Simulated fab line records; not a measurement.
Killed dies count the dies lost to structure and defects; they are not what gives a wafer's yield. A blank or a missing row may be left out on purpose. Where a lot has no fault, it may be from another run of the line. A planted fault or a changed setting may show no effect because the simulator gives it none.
Which tool was responsible? :: flow sky130 :: 13 lots, 39 wafers sampled, at 3 steps of a route of 708

## WHAT THE GAUGES READ, wafer by wafer
SKY_FIELD_ISO_THK_MEAS_02. Usual: for FIELD_ISO_OXIDATION_00_THK the level is 11.90 nm and the standard deviation is 0.2.
lot: L117
measured: day 1 11:38
on: film metro-03
FIELD_ISO_OXIDATION_00_THK (nm): 11.72 11.80 11.68
flag: 

lot: L118
measured: day 1 16:38
on: film metro-04
FIELD_ISO_OXIDATION_00_THK (nm): 11.90 11.93 12.11
flag: 

lot: L119
measured: day 1 22:29
on: film metro-04
FIELD_ISO_OXIDATION_00_THK (nm): 11.95 12.06 11.82
flag: 

lot: L120
measured: day 2 03:44
on: film metro-03
FIELD_ISO_OXIDATION_00_THK (nm): 12.12 11.86 12.11
flag: 

lot: L121
measured: day 2 08:20
on: film metro-03
FIELD_ISO_OXIDATION_00_THK (nm): 11.51 11.44 11.61
flag: 

lot: L129
measured: day 4 01:10
on: film metro-03
FIELD_ISO_OXIDATION_00_THK (nm): 12.35 12.46 12.22
flag: 

lot: L130
measured: day 4 05:19
on: film metro-03
FIELD_ISO_OXIDATION_00_THK (nm): 12.05 11.92 11.98
flag: 

lot: L131
measured: day 4 09:38
on: film metro-02
FIELD_ISO_OXIDATION_00_THK (nm): 12.05 12.02 11.98
flag: 

lot: L132
measured: day 4 15:10
on: film metro-04
FIELD_ISO_OXIDATION_00_THK (nm): 11.48 11.81 11.66
flag: 

lot: L136
measured: day 5 11:29
on: film metro-03
FIELD_ISO_OXIDATION_00_THK (nm): 11.82 11.98 11.73
flag: 

lot: L138
measured: day 5 21:31
on: film metro-03
FIELD_ISO_OXIDATION_00_THK (nm): 11.83 11.71 11.88
flag: 

lot: L139
measured: day 6 04:19
on: film metro-02
FIELD_ISO_OXIDATION_00_THK (nm): 11.76 11.78 11.87
flag: 

lot: L140
measured: day 6 08:37
on: film metro-02
FIELD_ISO_OXIDATION_00_THK (nm): 12.12 12.15 11.96
flag: 

SKY_FIELD_ISO_THK_MEAS_25. Usual: for FIELD_ISO_CVD_24_THK the level is 594 nm and the standard deviation is 6.2.
lot: L117
measured: day 2 07:18
on: film metro-02
FIELD_ISO_CVD_24_THK (nm): 592 599 592
flag: 

lot: L118
measured: day 2 12:37
on: film metro-04
FIELD_ISO_CVD_24_THK (nm): 603 595 594
flag: 

lot: L119
measured: day 2 17:25
on: film metro-04
FIELD_ISO_CVD_24_THK (nm): 590 603 588
flag: 

lot: L120
measured: day 3 00:17
on: film metro-02
FIELD_ISO_CVD_24_THK (nm): 593 593 591
flag: 

lot: L121
measured: day 3 04:52
on: film metro-02
FIELD_ISO_CVD_24_THK (nm): 596 593 606
flag: 

lot: L129
measured: day 4 23:23
on: film metro-02
FIELD_ISO_CVD_24_THK (nm): 588 586 591
flag: 

lot: L130
measured: day 5 04:24
on: film metro-04
FIELD_ISO_CVD_24_THK (nm): 588 592 590
flag: 

lot: L131
measured: day 5 08:23
on: film metro-03
FIELD_ISO_CVD_24_THK (nm): 602 595 603
flag: 

lot: L132
measured: day 5 12:46
on: film metro-02
FIELD_ISO_CVD_24_THK (nm): 596 598 595
flag: 

lot: L136
measured: day 6 11:34
on: film metro-02
FIELD_ISO_CVD_24_THK (nm): 587 592 585
flag: 

lot: L138
measured: day 6 22:56
on: film metro-03
FIELD_ISO_CVD_24_THK (nm): 585 583 584
flag: 

lot: L139
measured: day 7 03:34
on: film metro-02
FIELD_ISO_CVD_24_THK (nm): 591 587 586
flag: 

lot: L140
measured: day 7 09:10
on: film metro-04
FIELD_ISO_CVD_24_THK (nm): 603 593 592
flag: 

## WHAT TOOL EACH LOT RAN ON (gives the tool, then ch and the chambers of the sampled wafers, and finally the start)
lot: L117
SKY_FIELD_ISO_COAT_08: litho track-03 ch 0, day 1 21:00

lot: L118
SKY_FIELD_ISO_COAT_08: litho track-03 ch 0, day 2 01:00

lot: L119
SKY_FIELD_ISO_COAT_08: litho track-04 ch 0, day 2 07:00

lot: L120
SKY_FIELD_ISO_COAT_08: litho track-03 ch 0, day 2 13:00

lot: L121
SKY_FIELD_ISO_COAT_08: litho track-03 ch 0, day 2 17:00

lot: L129
SKY_FIELD_ISO_COAT_08: litho track-04 ch 0, day 4 11:00

lot: L130
SKY_FIELD_ISO_COAT_08: litho track-03 ch 0, day 4 16:00

lot: L131
SKY_FIELD_ISO_COAT_08: litho track-04 ch 0, day 4 21:00

lot: L132
SKY_FIELD_ISO_COAT_08: litho track-03 ch 0, day 5 01:00

lot: L136
SKY_FIELD_ISO_COAT_08: litho track-02 ch 0, day 5 22:00

lot: L138
SKY_FIELD_ISO_COAT_08: litho track-02 ch 0, day 6 08:00

lot: L139
SKY_FIELD_ISO_COAT_08: litho track-03 ch 0, day 6 15:00

lot: L140
SKY_FIELD_ISO_COAT_08: litho track-02 ch 0, day 6 20:00
- SKY_FIELD_ISO_COAT_08: resist thk 450 nm.

## AS READ BY THE TOOLS THEMSELVES (means over the sampled wafers that have a number; for cases with no such wafer, the mark the record gives instead)
SKY_FIELD_ISO_COAT_08. Usual: chill plate temp C 23.02 C, standard deviation 0.12; resist line temp C 22.96 C, standard deviation 0.095; spin speed rpm 2999.9 rpm, standard deviation 1.7.
lot: L117
tool: litho track-03
chill plate temp C (C): 23.11
resist line temp C (C): 22.98
spin speed rpm (rpm): 3001.3
flag: 

lot: L118
tool: litho track-03
chill plate temp C (C): 22.91
resist line temp C (C): 22.82
spin speed rpm (rpm): 3002.2
flag: 

lot: L119
tool: litho track-04
chill plate temp C (C): 23.17
resist line temp C (C): 22.92
spin speed rpm (rpm): 3000.3
flag: 

lot: L120
tool: litho track-03
chill plate temp C (C): 22.89
resist line temp C (C): 22.96
spin speed rpm (rpm): 3001.8
flag: 

lot: L121
tool: litho track-03
chill plate temp C (C): 22.97
resist line temp C (C): 23.04
spin speed rpm (rpm): 3000.2
flag: 

lot: L129
tool: litho track-04
chill plate temp C (C): 23.04
resist line temp C (C): 23.03
spin speed rpm (rpm): 3057.3
flag: OFF

lot: L130
tool: litho track-03
chill plate temp C (C): 23.08
resist line temp C (C): 22.86
spin speed rpm (rpm): 2998.9
flag: 

lot: L131
tool: litho track-04
chill plate temp C (C): 23.10
resist line temp C (C): 23.06
spin speed rpm (rpm): 3058.6
flag: OFF

lot: L132
tool: litho track-03
chill plate temp C (C): 23.06
resist line temp C (C): 22.95
spin speed rpm (rpm): 2999.8
flag: 

lot: L136
tool: litho track-02
chill plate temp C (C): 23.16
resist line temp C (C): 23.08
spin speed rpm (rpm): 2998.6
flag: 

lot: L138
tool: litho track-02
chill plate temp C (C): 22.89
resist line temp C (C): 22.92
spin speed rpm (rpm): 2999.5
flag: 

lot: L139
tool: litho track-03
chill plate temp C (C): 23.04
resist line temp C (C): 23.02
spin speed rpm (rpm): 3001.1
flag: 

lot: L140
tool: litho track-02
chill plate temp C (C): 22.82
resist line temp C (C): 22.98
spin speed rpm (rpm): 2999.9
flag: 

## THE ANSWER, worked out from the rows above alone
Rule: take the mean of a lot's wafers that have a number; if it is more than 3 standard deviations from the usual mean, the lot is off. Also off: a lot with no number at a reading for which 4 or more lots have one. All remaining lots with rows at the step are treated as sound. The gauges are gone through in route order, then the tools' own readings, and for those a lot's mean is taken as printed above. At the first step where some lot is off, the reading lying furthest off is the one used; lots without a number count as furthest.
Off at SKY_FIELD_ISO_COAT_08 (spin speed rpm): L129, L131.
If a tool, at that step or one of the process steps before it, ran each lot that is off and ran no sound lot following the first of them, it fits. One candidate fits, namely litho track-04 at SKY_FIELD_ISO_COAT_08. A fault onset in the window from L119 (day 2 07:00, its last sound lot) to L129 (day 4 11:00, its first lot off) fits.
The tool's own readings at SKY_FIELD_ISO_COAT_08 bear it out: on the lots that are off they differ by more than 5 times the standard deviation of the sound lots' means. spin speed rpm reads 3057.9 rpm there against 3000.3 rpm on the sound lots.

## WHAT THE SIMULATOR PUT IN
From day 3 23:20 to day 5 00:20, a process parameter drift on litho track-04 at SKY_FIELD_ISO_COAT_08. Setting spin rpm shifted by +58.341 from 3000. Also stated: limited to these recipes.
Struck lots among those shown: L129, L131. The same result came from the rule above.
